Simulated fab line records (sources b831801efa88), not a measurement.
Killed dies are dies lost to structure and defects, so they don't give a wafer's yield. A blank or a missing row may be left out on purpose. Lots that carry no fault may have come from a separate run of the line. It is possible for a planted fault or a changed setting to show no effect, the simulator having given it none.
fab line records ; flow sky130
[record] lots = 6; wafers = 18; last_day = 49
route steps=708 shown CAP2M@620 METAL4@621 PAD_OPEN@708
lots with no fault: from the same line, run without faults
start_h: hours from the record's first day to the start of the lot's first wafer shown ; wait_h: how many hours have passed since the lot's step before this one ; " as in the row above ; L1.1+2: a row that stands for several wafers ; - no value, or no start was given ; * or withheld: withheld ; < > ~ a bound
route shown NAME@n: NAME is a module with steps in the file, n the number in the route of the first one ; usual: mean/standard deviation taken from wafers without a fault ; same: alike in all rows ; chamber/n: place in a boat ; sites: each site's reading ; _std_site: standard deviation across them ; _edge_site: inner sites' mean taken away from outer sites' mean ; radius_mm: for every site, how far away it sits from the centre of the wafer ; mask NAME#n: copy n ; behind: tool/chamber where the wafer was last shaped ; hold: why the lot was held/for how many hours/how that ended ; device: the transistor (n, p or np) that didn't switch ; end of line: the tests these same wafers got at the end of their route ; a step with no rows: only its recipe ; killed: count of dies lost to structure and defects at first sort (not the wafer's yield) ; map: a wafer's dies, marking killed ones x, the rest . and places with no die _
set.NAME: the setting as run; set.NAME@STEP: as run at that earlier step ; model.NAME: the simulator's own value behind a step, which no gauge read
a table for each step, a row for each wafer; lots at some steps of the route
services: from which hour (start_h, from the record's first day; less than 0 if before it) a tool's chamber was out of use, for how many hours, and why
[[steps]]
[step SKY_CAP2M_CLEAN_17]
[recipe] chemistry = O3/DIW; dry = n2_spin
[step SKY_METAL4_DEHYDRATE_05]
[recipe] temp_c = 200; time_s = 60
[step SKY_METAL4_HMDS_06]
[recipe] prime_time_s = 60; prime_temp_c = 120
[step SKY_METAL4_COAT_07]
[recipe] resist = BARC; temp_c = withheld; time_s = withheld; spin_rpm = 3000; resist_thk_nm = 60
[step SKY_METAL4_COAT_08]
[recipe] resist = KrF-thick; spin_rpm = 3000; resist_thk_nm = 1140
[step SKY_METAL4_SOFTBAKE_09]
[recipe] temp_c = 100; time_s = 90; resist = KrF-thick
[step SKY_METAL4_EXPOSE_10]
[recipe] mask_id = MM4; na = 0.68; source_shape = annular; sigma_inner = 0.4; sigma_outer = 0.8; target_cd_nm = 300; dose_mj = 28
[step SKY_METAL4_PEB_11]
[recipe] peb_temp_c = withheld; peb_time_s = withheld; resist = KrF-thick
[step SKY_METAL4_DEVELOP_12]
[recipe] develop_time_s = 60; resist = KrF-thick; dev_temp_c = 21
[step SKY_METAL4_CD_MEAS_13]
[recipe] target_cd_nm = 300
[usual] cd_nm = 299.9/1.6
lot.wafer;tool;chamber;start_h;wait_h;cd_nm
L685.1;cd_sem-01;-;979.93;-;298.4
L685.3;cd_sem-01;-;979.93;-;299.1
L685.5;cd_sem-01;-;979.93;-;298.8
L689.2;cd_sem-02;-;1018.76;-;300.7
L689.5;cd_sem-02;-;1018.76;-;300.2
L689.6;cd_sem-02;-;1018.76;-;300.8
L695.1;cd_sem-02;-;1052.66;-;301.9
L695.4;cd_sem-02;-;1052.66;-;300.1
L695.6;cd_sem-02;-;1052.66;-;300.9
L694.2;cd_sem-02;-;1054.41;-;301.5
L694.3;cd_sem-02;-;1054.41;-;300.6
L694.4;cd_sem-02;-;1054.41;-;301.1
L699.3;cd_sem-01;-;1081.97;-;299.1
L699.4;cd_sem-01;-;1081.97;-;302.2
L699.6;cd_sem-01;-;1081.97;-;302.3
L701.1;cd_sem-02;-;1091.08;-;296.8
L701.3;cd_sem-02;-;1091.08;-;298.4
L701.5;cd_sem-02;-;1091.08;-;299.1
[step SKY_METAL4_OVL_MEAS_14]
[usual] METAL4_OVL = 1/5.4
lot.wafer;tool;chamber;start_h;wait_h;METAL4_OVL[nm]
L685.1;overlay-02;-;980.05;0.1;1
L685.3;overlay-02;-;980.05;0.1;0
L685.5;overlay-02;-;980.05;0.1;7
L689.2;overlay-01;-;1018.87;0.1;-2
L689.5;overlay-01;-;1018.87;0.1;-1
L689.6;overlay-01;-;1018.87;0.1;0
L695.1;overlay-02;-;1052.78;0.1;10
L695.4;overlay-02;-;1052.78;0.1;11
L695.6;overlay-02;-;1052.78;0.1;4
L694.2;overlay-01;-;1054.52;0.1;0
L694.3;overlay-01;-;1054.52;0.1;-4
L694.4;overlay-01;-;1054.52;0.1;3
L699.3;overlay-01;-;1082.06;0.1;-3
L699.4;overlay-01;-;1082.06;0.1;5
L699.6;overlay-01;-;1082.06;0.1;-2
L701.1;overlay-01;-;1091.20;0.1;3
L701.3;overlay-01;-;1091.20;0.1;7
L701.5;overlay-01;-;1091.20;0.1;8
[step SKY_METAL4_DESCUM_15]
[recipe] chemistry = O2; source_power_w = 150; bias_power_w = 0; pressure_mtorr = 10; temp_c = 40; time_s = 8
[usual] drypump_motor_current_A = 5.6/0.48; oes_product_au = 0.998/0.011
lot.wafer;tool;chamber;start_h;wait_h;drypump_motor_current_A;oes_product_au;rf_hours_counter_h
L685.1;rie_metal-04;0;980.08;0.0;5.0;1.009;16
L685.3;rie_metal-04;1;980.08;0.0;5.2;1.019;-
L685.5;rie_metal-04;1;980.08;0.0;5.2;1.026;-
L689.2;rie_metal-03;1;1018.90;0.0;6.2;1.017;19
L689.5;rie_metal-03;1;1018.90;0.0;6.2;1.010;-
L689.6;rie_metal-03;0;1018.90;0.0;5.1;0.998;-
L695.1;rie_metal-03;0;1052.82;0.0;5.1;0.993;13
L695.4;rie_metal-03;1;1052.82;0.0;6.2;0.996;-
L695.6;rie_metal-03;1;1052.82;0.0;6.2;0.994;-
L694.2;rie_metal-03;1;1054.55;0.0;6.2;0.994;21
L694.3;rie_metal-03;1;1054.55;0.0;6.2;0.997;-
L694.4;rie_metal-03;0;1054.55;0.0;5.1;0.991;-
L699.3;rie_metal-03;1;1082.10;0.0;6.2;1.009;-
L699.4;rie_metal-03;0;1082.10;0.0;5.1;0.985;-
L699.6;rie_metal-03;0;1082.10;0.0;5.1;0.978;-
L701.1;rie_metal-04;1;1091.24;0.0;5.2;0.990;3
L701.3;rie_metal-04;0;1091.24;0.0;5.0;1.005;-
L701.5;rie_metal-04;1;1091.24;0.0;5.2;0.994;-
[step SKY_METAL4_ETCH_16]
[recipe] chemistry = N2/H2; target = BARC; ion_energy_ev = 200; bias_w = 100; pressure_mtorr = 30; n2_flow_sccm = 100; h2_flow_sccm = 200; icp_w = 500; stop_on = SiO2; time_s = 88.2; target_depth_a = 600
[usual] drypump_motor_current_A = 5.6/0.48; oes_product_au = 0.625/0.0047; run_length_s = 116.7/0.9; throttle_valve_pct = 13.204/0.0096
lot.wafer;tool;chamber;start_h;wait_h;drypump_motor_current_A;oes_product_au;rf_hours_counter_h;run_length_s;throttle_valve_pct;model.KrF-thick_of_METAL4_COAT_08.thk_nm;model.etch.depth_nm;model.METAL4.cd_nm
L685.1;rie_metal-04;0;980.12;0.0;5.0;0.620;16;116.8;13.194;1070;59.74;297
L685.3;rie_metal-04;1;980.12;0.0;5.2;0.619;-;115.9;13.204;1071;59.66;299.7
L685.5;rie_metal-04;1;980.12;0.0;5.2;0.613;-;115.5;13.211;1071;59.79;300.6
L689.2;rie_metal-03;1;1018.93;0.0;6.2;0.631;19;116.8;13.189;1071;60.29;300.2
L689.5;rie_metal-03;1;1018.93;0.0;6.2;0.632;-;116.0;13.218;1071;60.33;299
L689.6;rie_metal-03;0;1018.93;0.0;5.1;0.619;-;116.5;13.206;1074;60.35;298.6
L695.1;rie_metal-03;0;1052.85;0.0;5.1;0.625;13;116.7;13.201;1076;60.07;300.5
L695.4;rie_metal-03;1;1052.85;0.0;6.1;0.622;-;116.6;13.204;1075;60.1;301.3
L695.6;rie_metal-03;1;1052.85;0.0;6.2;0.621;-;116.1;13.187;1077;60.1;301.7
L694.2;rie_metal-03;1;1054.58;0.0;6.2;1.014;21;56.2;13.236;1107;48.39;312.2
L694.3;rie_metal-03;1;1054.58;0.0;6.2;1.005;-;55.7;13.217;1104;48.33;312.9
L694.4;rie_metal-03;0;1054.58;0.0;5.1;0.632;-;116.6;13.217;1077;60.04;298.8
L699.3;rie_metal-03;1;1082.15;0.0;6.2;1.010;-;55.9;13.259;1116;48.11;310.6
L699.4;rie_metal-03;0;1082.15;0.0;5.1;0.622;-;116.9;13.180;1088;60.21;301.1
L699.6;rie_metal-03;0;1082.15;0.0;5.1;0.630;-;116.6;13.219;1086;60.22;301.8
L701.1;rie_metal-04;1;1091.27;0.0;5.2;0.629;3;116.0;13.209;1078;60.22;297.7
L701.3;rie_metal-04;0;1091.27;0.0;5.0;0.624;-;116.8;13.197;1072;60.21;297.9
L701.5;rie_metal-04;1;1091.27;0.0;5.2;0.625;-;115.8;13.207;1078;60.22;299.1
[step SKY_METAL4_ETCH_17]
[recipe] target = SiO2; stop_on = TiN; chemistry = C4F8/O2/Ar; source_w = 1500; bias_w = 1200; pressure_mtorr = 40; c4f8_flow_sccm = withheld; O2_flow_sccm = 6; Ar_flow_sccm = 300; time_s = 3.9; target_depth_a = 150
[usual] oes_product_au = 0.754/0.007
lot.wafer;tool;chamber;start_h;wait_h;oes_product_au;rf_hours_counter_h
L685.1;rie_diel-01;3;980.21;0.1;0.756;9
L685.3;rie_diel-01;2;980.21;0.1;0.741;5
L685.5;rie_diel-01;2;980.21;0.1;0.743;-
L689.2;rie_diel-04;3;1019.03;0.1;0.749;14
L689.5;rie_diel-04;2;1019.03;0.1;0.761;-
L689.6;rie_diel-04;1;1019.03;0.1;0.755;-
L695.1;rie_diel-02;1;1052.95;0.1;0.761;11
L695.4;rie_diel-02;0;1052.95;0.1;0.764;3
L695.6;rie_diel-02;3;1052.95;0.1;0.759;-
L694.2;rie_diel-04;2;1054.68;0.1;0.404;9
L694.3;rie_diel-04;3;1054.68;0.1;0.401;15
L694.4;rie_diel-04;0;1054.68;0.1;0.761;10
L699.3;rie_diel-04;1;1082.22;0.0;0.397;17
L699.4;rie_diel-04;2;1082.22;0.0;0.753;10
L699.6;rie_diel-04;0;1082.22;0.0;0.741;-
L701.1;rie_diel-02;1;1091.37;0.1;0.761;13
L701.3;rie_diel-02;2;1091.37;0.1;0.757;24
L701.5;rie_diel-02;1;1091.37;0.1;0.757;-
[step SKY_METAL4_METAL_ETCH_18]
[recipe] target_depth_a = 8450; stop_on = SiO2; over_etch_frac = 0.3; time_s = 183.1; chemistry = Cl2/BCl3; resist_sidewall_deg = 88; pressure_mtorr = 10; icp_w = 900; bias_w = 48.5; Cl2_flow_sccm = 60; bcl3_flow_sccm = 30
[usual] drypump_motor_current_A = 5.5/0.47; oes_product_au = 0.865/0.0071; run_length_s = 211.3/0.45; throttle_valve_pct = 22.264/0.0084
lot.wafer;tool;chamber;start_h;wait_h;drypump_motor_current_A;oes_product_au;rf_hours_counter_h;run_length_s;throttle_valve_pct;model.KrF-thick_of_METAL4_COAT_08.thk_nm;model.METAL4.cd_nm
L685.1;rie_metal-03;0;980.23;0.0;5.1;0.874;9;212.0;22.281;530.9;302
L685.3;rie_metal-03;1;980.23;0.0;6.2;0.868;-;211.2;22.254;515.6;302.8
L685.5;rie_metal-03;0;980.23;0.0;5.1;0.865;-;211.7;22.259;530.5;304.4
L689.2;rie_metal-04;1;1019.04;0.0;5.2;0.865;20;210.9;22.247;511.3;299.5
L689.5;rie_metal-04;1;1019.04;0.0;5.2;0.868;-;210.7;22.252;510.9;301.4
L689.6;rie_metal-04;0;1019.04;0.0;5.0;0.864;-;211.4;22.268;526.3;308.9
L695.1;rie_metal-04;1;1052.97;0.0;5.2;0.881;0;210.5;22.262;532.5;304.8
L695.4;rie_metal-04;0;1052.97;0.0;4.9;0.861;-;211.5;22.263;521.5;303.2
L695.6;rie_metal-04;0;1052.97;0.0;5.0;0.863;-;211.4;22.267;526.1;308.7
L694.2;rie_metal-04;1;1054.69;0.0;5.2;0.415;1;211.1;22.256;573.5;310.2
L694.3;rie_metal-04;1;1054.69;0.0;5.2;0.409;-;210.4;22.268;562.8;312.7
L694.4;rie_metal-04;0;1054.69;0.0;4.9;0.868;-;211.7;22.269;530.5;299.3
L699.3;rie_metal-04;1;1082.29;0.1;5.2;0.410;-;210.6;22.251;569.4;311.7
L699.4;rie_metal-04;0;1082.29;0.1;5.0;0.852;-;212.1;22.263;534.7;305
L699.6;rie_metal-04;1;1082.29;0.1;5.2;0.858;-;210.7;22.271;541;306.7
L701.1;rie_metal-01;0;1091.38;0.0;6.1;0.872;24;211.0;22.259;527.3;298.6
L701.3;rie_metal-01;1;1091.38;0.0;5.5;0.866;-;211.4;22.244;542.6;300.6
L701.5;rie_metal-01;0;1091.38;0.0;6.1;0.866;-;211.2;22.268;530.1;298.9
[step SKY_METAL4_STRIP_19]
[recipe] chemistry = O2/N2; power_w = 1400; pressure_mtorr = 1500; platen_temp_c = withheld; o2_flow_sccm = 3000; n2_flow_sccm = 300; overash_fraction = 0.5
[usual] drypump_motor_current_A = 5.9/0.35; oes_product_au = 0.503/0.006; strip_time_to_endpoint_s = 6.56/0.098
[same] overash_fraction = 0.5
lot.wafer;tool;chamber;start_h;wait_h;drypump_motor_current_A;oes_product_au;rf_hours_counter_h;strip_time_to_endpoint_s
L685.1;plasma_asher-01;0;980.41;0.1;5.0;0.496;87;6.57
L685.3;plasma_asher-01;0;980.41;0.1;5.0;0.501;-;6.42
L685.5;plasma_asher-01;0;980.41;0.1;5.0;0.497;-;6.58
L689.2;plasma_asher-01;0;1019.22;0.1;5.0;0.496;90;6.39
L689.5;plasma_asher-01;0;1019.22;0.1;5.0;0.500;-;6.38
L689.6;plasma_asher-01;1;1019.22;0.1;5.8;0.501;-;6.51
L695.1;plasma_asher-04;0;1053.15;0.1;6.0;0.510;26;6.60
L695.4;plasma_asher-04;0;1053.15;0.1;6.0;0.496;-;6.50
L695.6;plasma_asher-04;0;1053.15;0.1;6.0;0.506;-;6.54
L694.2;plasma_asher-04;1;1054.87;0.1;5.8;0.525;26;6.98
L694.3;plasma_asher-04;1;1054.87;0.1;5.8;0.519;-;6.89
L694.4;plasma_asher-04;0;1054.87;0.1;6.0;0.508;-;6.57
L699.3;plasma_asher-02;1;1082.45;0.1;5.7;0.525;-;6.97
L699.4;plasma_asher-02;0;1082.45;0.1;6.4;0.500;-;6.62
L699.6;plasma_asher-02;0;1082.45;0.1;6.3;0.514;-;6.68
L701.1;plasma_asher-04;0;1091.56;0.1;6.0;0.498;32;6.55
L701.3;plasma_asher-04;1;1091.56;0.1;5.8;0.521;-;6.68
L701.5;plasma_asher-04;1;1091.56;0.1;5.8;0.513;-;6.57
[step SKY_METAL4_STRIP_20]
[recipe] chemistry = post_etch_residue_remover; time_s = 1200; temp_c = 72.5
[step SKY_PAD_OPEN_PROBE_99]
[usual] defect_limited_yield = 82.6/1.9; killed_at_M0_to_M3 = 43/7.3; killed_at_M4_up = 3.0/2; killed_at_contacts = 24/5.2; killed_at_front_end = 15/4.4; killed_at_other = 0.2/0.48; killed_dies = 86/9.1; killed_on_rim = 16/4; killed_open = 47/7.3; killed_short = 38/6.4
[same] gross_dies = 492; killed_at_back_side = 0
lot.wafer;tool;chamber;start_h;wait_h;defect_limited_yield[%];killed_at_M0_to_M3;killed_at_M4_up;killed_at_contacts;killed_at_front_end;killed_at_other;killed_dies;killed_on_rim;killed_open;killed_short
L685.1;prober-02;-;1076.61;0.1;82.7;39;3;31;12;0;85;22;43;41
L685.3;prober-02;-;1076.71;0.2;80.1;57;4;22;14;1;98;17;47;48
L685.5;prober-02;-;1076.81;0.2;78.9;55;1;32;15;1;104;17;65;36
L689.2;prober-02;-;1108.91;0.1;82.3;46;2;26;13;0;87;23;50;36
L689.5;prober-02;-;1109.06;0.2;86.0;35;2;19;13;0;69;17;43;26
L689.6;prober-02;-;1109.11;0.2;85.8;36;4;23;7;0;70;13;34;36
L695.1;prober-01;-;1139.27;0.1;82.7;37;1;31;15;1;85;10;50;35
L695.4;prober-01;-;1139.42;0.2;83.5;40;8;21;12;0;81;12;48;33
L695.6;prober-01;-;1139.52;0.2;79.9;51;1;28;18;1;99;16;59;39
L694.2;prober-02;-;1139.47;0.1;11.6;46;350;20;19;0;435;92;55;36
L694.3;prober-02;-;1139.52;0.2;9.3;47;363;17;19;0;446;92;42;44
L694.4;prober-02;-;1139.57;0.2;83.3;43;1;19;18;1;82;11;49;33
L699.3;prober-02;-;1164.19;0.2;12.0;34;359;16;24;0;433;95;41;36
L699.4;prober-02;-;1164.24;0.2;82.1;41;4;22;21;0;88;11;46;39
L699.6;prober-02;-;1164.34;0.2;83.9;41;1;17;20;0;79;16;47;31
L701.1;prober-02;-;1171.46;0.1;83.5;49;2;19;11;0;81;14;45;35
L701.3;prober-02;-;1171.56;0.2;83.1;39;3;26;15;0;83;9;48;35
L701.5;prober-02;-;1171.66;0.2;81.9;56;2;23;8;0;89;13;48;41
// killed by level:class
L685.1 LI_CONTACT:geometric_particle:open=10 VIA3:geometric_particle:open=7 LI_CONTACT:geometric_particle:short=6 CONTACT:geometric_particle:short=5 CONTACT:geometric_particle:open=5 METAL1:geometric_particle:short=5 VIA1:geometric_particle:open=5 METAL2:geometric_particle:short=5
L685.3 METAL2:geometric_particle:short=14 VIA1:geometric_particle:open=13 CONTACT:geometric_particle:open=9 LI_CONTACT:geometric_particle:open=8 VIA1:geometric_particle:short=7 FIELD_ISO:geometric_particle:open=5 VIA2:geometric_particle:open=5 METAL4:geometric_particle:short=4
L685.5 VIA1:geometric_particle:open=17 CONTACT:geometric_particle:open=15 VIA3:geometric_particle:open=7 VIA2:geometric_particle:open=7 LI_CONTACT:geometric_particle:open=6 FIELD_ISO:geometric_particle:open=5 LOCAL_INTERCONNECT:geometric_particle:short=5 POLY_GATE:geometric_particle:short=4
L689.2 CONTACT:geometric_particle:open=10 VIA1:geometric_particle:open=8 LI_CONTACT:geometric_particle:open=7 VIA2:geometric_particle:open=7 FIELD_ISO:geometric_particle:open=6 VIA1:geometric_particle:short=6 VIA3:geometric_particle:open=6 CONTACT:geometric_particle:short=5
L689.5 VIA2:geometric_particle:open=10 LI_CONTACT:geometric_particle:open=7 CONTACT:geometric_particle:open=6 METAL2:geometric_particle:short=5 VIA3:geometric_particle:open=5 FIELD_ISO:geometric_particle:open=4 FIELD_ISO:geometric_particle:short=4 METAL1:geometric_particle:short=4
L689.6 VIA1:geometric_particle:open=8 CONTACT:geometric_particle:open=7 CONTACT:geometric_particle:short=7 VIA2:geometric_particle:open=6 LOCAL_INTERCONNECT:geometric_particle:short=4 VIA2:geometric_particle:short=4 FIELD_ISO:geometric_particle:open=3 LI_CONTACT:geometric_particle:open=3
L695.1 CONTACT:geometric_particle:open=11 VIA1:geometric_particle:open=9 LOCAL_INTERCONNECT:geometric_particle:short=7 METAL1:geometric_particle:short=6 FIELD_ISO:geometric_particle:open=5 LI_CONTACT:geometric_particle:open=5 CONTACT:geometric_particle:short=5 VIA2:geometric_particle:open=5
L695.4 VIA1:geometric_particle:open=13 LI_CONTACT:geometric_particle:open=10 VIA2:geometric_particle:open=7 METAL4:geometric_particle:short=7 METAL2:geometric_particle:short=7 VIA3:geometric_particle:open=6 CONTACT:geometric_particle:open=5 FIELD_ISO:geometric_particle:open=3
L694.2 METAL4:area_etch=344 POLY_GATE:geometric_particle:open=10 VIA1:geometric_particle:open=10 VIA2:geometric_particle:open=8 LI_CONTACT:geometric_particle:open=7 VIA3:geometric_particle:open=7 VIA1:geometric_particle:short=6 VIA2:geometric_particle:short=5
L694.3 METAL4:area_etch=360 VIA1:geometric_particle:open=10 METAL2:geometric_particle:short=8 FIELD_ISO:geometric_particle:short=7 VIA3:geometric_particle:open=7 POLY_GATE:geometric_particle:open=6 CONTACT:geometric_particle:open=6 METAL3:geometric_particle:short=5
L695.6 VIA1:geometric_particle:open=16 CONTACT:geometric_particle:open=10 VIA3:geometric_particle:open=10 LI_CONTACT:geometric_particle:open=7 LOCAL_INTERCONNECT:geometric_particle:short=6 FIELD_ISO:geometric_particle:open=5 VIA1:geometric_particle:short=5 VIA2:geometric_particle:open=5
L694.4 VIA2:geometric_particle:open=12 VIA1:geometric_particle:open=8 FIELD_ISO:geometric_particle:short=6 POLY_GATE:geometric_particle:open=6 CONTACT:geometric_particle:open=5 LI_CONTACT:geometric_particle:open=5 FIELD_ISO:geometric_particle:open=4 METAL2:geometric_particle:short=4
L699.3 METAL4:area_etch=356 POLY_GATE:geometric_particle:open=7 POLY_GATE:geometric_particle:short=6 VIA3:geometric_particle:open=6 FIELD_ISO:geometric_particle:open=5 LI_CONTACT:geometric_particle:open=5 VIA1:geometric_particle:open=5 VIA2:geometric_particle:open=5
L699.4 VIA3:geometric_particle:open=9 CONTACT:geometric_particle:open=9 FIELD_ISO:geometric_particle:open=7 METAL1:geometric_particle:short=6 VIA1:geometric_particle:short=6 POLY_GATE:geometric_particle:short=5 LI_CONTACT:geometric_particle:open=5 VIA1:geometric_particle:open=5
L699.6 VIA3:geometric_particle:open=11 FIELD_ISO:geometric_particle:open=7 LI_CONTACT:geometric_particle:open=7 VIA1:geometric_particle:open=7 FIELD_ISO:geometric_particle:short=6 CONTACT:geometric_particle:open=6 VIA2:geometric_particle:open=6 VIA3:geometric_particle:short=5
L701.1 VIA1:geometric_particle:open=10 VIA2:geometric_particle:open=10 CONTACT:geometric_particle:open=9 VIA3:geometric_particle:open=6 CONTACT:geometric_particle:short=5 VIA1:geometric_particle:short=5 METAL2:geometric_particle:short=5 FIELD_ISO:geometric_particle:short=4
L701.3 CONTACT:geometric_particle:open=11 VIA1:geometric_particle:open=8 FIELD_ISO:geometric_particle:open=7 LI_CONTACT:geometric_particle:open=7 METAL3:geometric_particle:short=6 METAL1:geometric_particle:short=5 METAL2:geometric_particle:short=5 LOCAL_INTERCONNECT:geometric_particle:short=4
L701.5 VIA1:geometric_particle:open=10 VIA2:geometric_particle:open=9 METAL3:geometric_particle:short=8 LI_CONTACT:geometric_particle:open=8 CONTACT:geometric_particle:open=8 METAL2:geometric_particle:short=7 VIA2:geometric_particle:short=7 VIA3:geometric_particle:open=6
// map L694.3 (x killed, . not)
__________xxxxxxxxxx_________
________xxxxxxxx.xxxxx_______
______xxxxxxxxxxxxxxxxxx_____
_____xxxxxxxxxxxxxxxxxxxx____
____xxxxxxxxxxxxxxxxxxxxxx___
___xxxxxxxxxxxxxxxxxxxxxxxx__
__xxxxxxxxxxxxxxxxxxxxxxxxxx_
_xxxxxxxxxxxxxxxxxxxxxxxxxxxx
_xxxxxxxx.xxxxxxxxxxxxxxxxxxx
_xxxx.xxxx.xxxxxxxx.x.xxxxxxx
_xxxxxxxx..xxxxx..xxxxx.xxxxx
_xxxxxxxxxxxx.x.xx.xxxxxxxxxx
_xxxx.xxxxx.xx....x....xxxxxx
_xxxxxxxx..xx.xx...xxxxxxxxxx
_xxxxxxxxxxxxxxxxxxx.xx.xxxxx
__xxx.xxxxxxxxx.xxxxx.xx.xxx_
___xx.xx..xxxxxxxxx.xxxxx.x__
____xxxxxxxxxxxxxxxxxxxx.x___
_____xxxx.xxxxxxxxxxx.xxx____
______xxxxxxxxxxxxxxxxxx_____
________xx.xxxxxxxx.xx_______
__________xxxxxxxxxx_________
// map L699.3 (x killed, . not)
__________xxxxxxxxxx_________
________xxxxxxxxxxxxxx_______
______xxxxxxxxxxxxxxxxxx_____
_____xxxxxxxxxxxxxxxxxxxx____
____xxxxxxxxxxxxxxxxxxxxxx___
___xxxxxxxxxxxxxxxxxxxx.xxx__
__xxxxxxxxxxxxxxxxxxxxxxxxxx_
_xxxxxxxxxxxxxxxxxxxxxxxxxxxx
_xxxxxxxx.x.xxxxxxxxxxxxxxxxx
_xxxxxxxxxx.xx.xxxx.xxxxxxxxx
_xxxxxx.xx.x..x.xxxxxx.xxxxxx
_xxxxxxxxxxxxx..xxx.xxxxxxxxx
_xxxxxxxxxx.x..xxxxx...xxxxxx
_xxxxxxx.x...xxx.x...xxxxxxxx
_xxxxxxxx.x.xx.xx.xx.xxxxxxxx
__xxxx...xxx.xxxxxxx.xx..xxx_
___xxxxx.xxx.xx...xxxxxxxxx__
____xxxxxxxxxxxx.xx.x.xxxx___
_____x..xxxx.x..xxx....xx____
______xxxxxxxxxxx.xxxxxx_____
________xxxxxxxxxxxxxx_______
__________xxxxxxxxxx_________
[[services]]
tool;chamber;start_h;hours;kind
plasma_asher-04;-;958.26;5.8;repair
rie_diel-01;0;1001.44;8.8;repair
plasma_asher-02;-;1009.84;1.0;repair
rie_metal-04;1;1029.43;-;clean
rie_metal-04;1;1029.43;17.9;scheduled_down
rie_metal-04;1;1029.43;17.9;vent_cycle
plasma_asher-01;-;1032.25;99.9;repair
rie_diel-02;-;1039.63;2.8;pm
rie_diel-02;3;1053.30;5.7;repair
plasma_asher-02;-;1055.25;9.0;pm
plasma_asher-02;0;1055.25;9.0;vent_cycle
plasma_asher-02;1;1055.25;9.0;vent_cycle
plasma_asher-02;0;1064.25;-;clean
plasma_asher-02;1;1064.25;-;clean
rie_diel-02;-;1070.94;2.9;repair
rie_metal-01;-;1085.39;1.4;pm
[[key]]
[first_sign] step = SKY_METAL4_ETCH_16; reading = oes_product_au; direction = up; sigmas = 82; usual = 0.625; struck = 1.009
[effect] step = SKY_METAL4_ETCH_16; reading = run_length_s; direction = down; sigmas = 68; usual = *; struck = *
[effect] step = SKY_METAL4_ETCH_17; reading = oes_product_au; direction = down; sigmas = 50; usual = 0.754; struck = 0.400
[effect] step = SKY_METAL4_METAL_ETCH_18; reading = oes_product_au; direction = down; sigmas = 64; usual = 0.865; struck = 0.411
[effect] step = SKY_METAL4_STRIP_19; reading = strip_time_to_endpoint_s; direction = up; sigmas = 4; usual = *; struck = *
[effect] step = SKY_PAD_OPEN_PROBE_99; reading = killed_at_M4_up; direction = up; sigmas = 99+; usual = 3.0; struck = 357.3
[model_effect] step = SKY_METAL4_ETCH_16; value = KrF-thick_of_METAL4_COAT_08.thk_nm; without = 1075; struck = 1109
[model_effect] step = SKY_METAL4_METAL_ETCH_18; value = KrF-thick_of_METAL4_COAT_08.thk_nm; without = 533.8; struck = 568.6
[more_kills_born_at] SKY_METAL4_ETCH_16@rie_metal-03 = 1060
met_at SKY_METAL4_ETCH_16
struck_wafers L694.2,L694.3,L699.3
later_rows_left_out L694.2,L694.3,L699.3
onset_between 1052.85 1054.58
[fault] kind = process_parameter_drift; tool = rie_metal-03; chamber = 1; onset_h = 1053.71; steps = SKY_METAL4_ETCH_16; channel = time_s; offset = *; shape = step; end_h = 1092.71; acts_in = *; stated = *
// later_rows_left_out: the simulator's readings of these wafers behind a module that went badly wrong aren't trusted and aren't shown, but for the sort
